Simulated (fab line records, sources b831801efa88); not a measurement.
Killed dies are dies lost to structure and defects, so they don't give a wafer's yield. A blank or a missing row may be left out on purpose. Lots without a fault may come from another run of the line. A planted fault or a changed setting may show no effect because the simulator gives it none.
One fault seen from 2 desks | flow gf180mcu | each desk has only its own numbers; what lay behind them comes last

THE METROLOGY DESK
What the gauges read, lot by lot, whatever tool the lot ran on: means of the sampled wafers that have a number. A lot is out of limits, marked OUT, if its mean lies more than 4 standard deviations from the usual mean; the brackets give that distance.
Columns: A = SAB_OVL at GF_SAB_OVL_MEAS_10, usual 0.6 nm; B = CONTACT_CVD_00_THK at GF_CONTACT_THK_MEAS_01, usual 298.0 nm
lot  | first seen here | A    | B
L975 | day 15 00:49    | 0.2  | 295.2
L976 | day 15 13:37    | 1.1  | 299.0
L977 | day 16 01:52    | -1.4 | 297.8
L979 | day 16 15:59    | 1.4  | 296.2
L980 | day 17 04:58    | -0.8 | 295.0
L981 | day 17 11:29    | 2.1  | 296.9
L982 | day 17 18:37    | -1.0 | 298.4
L983 | day 18 02:01    | -0.3 | 295.4
L984 | day 18 12:55    | 2.8  | 301.6
L985 | day 18 17:41    | -1.1 | 301.1
L986 | day 19 12:31    | 1.0  | 301.1
L987 | day 19 19:43    | 0.3  | 300.7
L988 | day 19 22:58    | -1.8 | 295.5
L989 | day 20 20:13    | 1.6  | 298.0
L990 | day 21 08:13    | 1.1  | 299.4
This desk's finding: nothing out of limits on any of the 15 lots.

THE TOOL OWNER'S DESK: rie_diel-02
The tool's own readings at GF_SAB_ETCH_11 (etches SiO2 in C4F8/O2/Ar, target depth 55 nm, time 8.5 s): means of the sampled wafers that have a number, for each lot that ran on this tool. A lot is out of limits, marked OUT, if its mean lies more than 4 standard deviations from the usual mean; the brackets give that distance.
Columns: A = oes_product_au at GF_SAB_ETCH_11, usual 1.000 a.u.; B = rf_fwd_power_W at GF_SAB_ETCH_11, usual 1470 W
lot  | first seen here | A                | B
L979 | day 16 16:02    | 1.000            | 1467
L980 | day 17 04:59    | 1.008            | 1465
L981 | day 17 11:32    | 1.006            | 1461
L984 | day 18 12:56    | 0.997            | 1471
L986 | day 19 12:32    | 1.000            | 1468
L987 | day 19 19:44    | 1.006            | 1469
L988 | day 19 23:00    | 0.941 (-7.7) OUT | 1465
L989 | day 20 20:14    | 0.828 (-22) OUT  | 1458
L990 | day 21 08:14    | 0.912 (-11) OUT  | 1482
This desk's finding: out of limits on L988, L989, L990; first on L988, day 19 23:00 (oes_product_au at GF_SAB_ETCH_11). In limits: L979, L980, L981, L984, L986, L987.

PUT TOGETHER
The tool owner's desk could have raised an alarm at day 19 23:00, on L988, L989, L990.
The metrology desk saw nothing out of limits.
The metrology desk has L988, L989, L990 on record, within its limits.
Of the lots named, all ran GF_SAB_ETCH_11 on rie_diel-02.

WHAT THE SIMULATOR HAD PUT IN
Process parameter drift: rie_diel-02, from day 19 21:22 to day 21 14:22, at GF_SAB_ETCH_11. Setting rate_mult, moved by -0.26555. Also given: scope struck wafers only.
Lots struck among those shown: L988, L989, L990.
Hours from the fault's start to each desk's first reading out of limits: the tool owner's desk, 2.
